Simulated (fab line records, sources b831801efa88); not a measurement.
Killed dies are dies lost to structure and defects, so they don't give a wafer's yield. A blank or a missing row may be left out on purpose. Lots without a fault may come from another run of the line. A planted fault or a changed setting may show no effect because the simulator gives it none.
One fault seen from 2 desks | flow sfq_line | each desk has only its own numbers; what lay behind them comes last

THE METROLOGY DESK
What the gauges read, lot by lot, whatever tool the lot ran on: means of the sampled wafers that have a number. A lot is out of limits, marked OUT, if its mean lies more than 4 standard deviations from the usual mean; the brackets give that distance.
Columns: A = I1_BOW at SFQ_I1_BOW_MEAS_912, usual 1 um
lot  | first seen here | A
L358 | day 24 08:01    | -2
L359 | day 24 15:57    | -2
L361 | day 26 02:01    | 5
L362 | day 26 08:53    | -6
L364 | day 27 13:19    | -2
L365 | day 28 03:41    | 5
L366 | day 28 12:38    | 4
L368 | day 29 06:23    | 10
L369 | day 29 13:34    | -1
L370 | day 29 20:10    | -5
L371 | day 30 08:17    | 12
L372 | day 30 12:32    | -1
L373 | day 30 14:17    | -4
L381 | day 34 22:54    | -5
This desk's finding: nothing out of limits on any of the 14 lots.

THE TOOL OWNER'S DESK: cmp-02
The tool's own readings at SFQ_TRILAYER_I1_CMP_CMP_046 (polishes SiO2): means of the sampled wafers that have a number, for each lot that ran on this tool. A lot is out of limits, marked OUT, if its mean lies more than 4 standard deviations from the usual mean; the brackets give that distance.
Columns: A = motor_current_A at SFQ_TRILAYER_I1_CMP_CMP_046, usual 10.1 A; B = time_to_endpoint_s at SFQ_TRILAYER_I1_CMP_CMP_046, usual 213 s
lot  | first seen here | A    | B
L358 | day 24 06:01    | 10.8 | 211
L359 | day 24 14:27    | 10.0 | 209
L362 | day 26 05:53    | 9.6  | 212
L364 | day 27 10:17    | 10.7 | 206
L368 | day 29 03:22    | 9.1  | 216
L369 | day 29 10:34    | 9.8  | 209
L370 | day 29 17:40    | 9.9  | 211
L371 | day 30 05:17    | 9.5  | 223
L373 | day 30 11:17    | 9.8  | 220
L381 | day 34 21:23    | 9.6  | 226
This desk's finding: nothing out of limits on any of the 10 lots.

PUT TOGETHER
The metrology desk saw nothing out of limits.
The tool owner's desk saw nothing out of limits.

WHAT THE SIMULATOR HAD PUT IN
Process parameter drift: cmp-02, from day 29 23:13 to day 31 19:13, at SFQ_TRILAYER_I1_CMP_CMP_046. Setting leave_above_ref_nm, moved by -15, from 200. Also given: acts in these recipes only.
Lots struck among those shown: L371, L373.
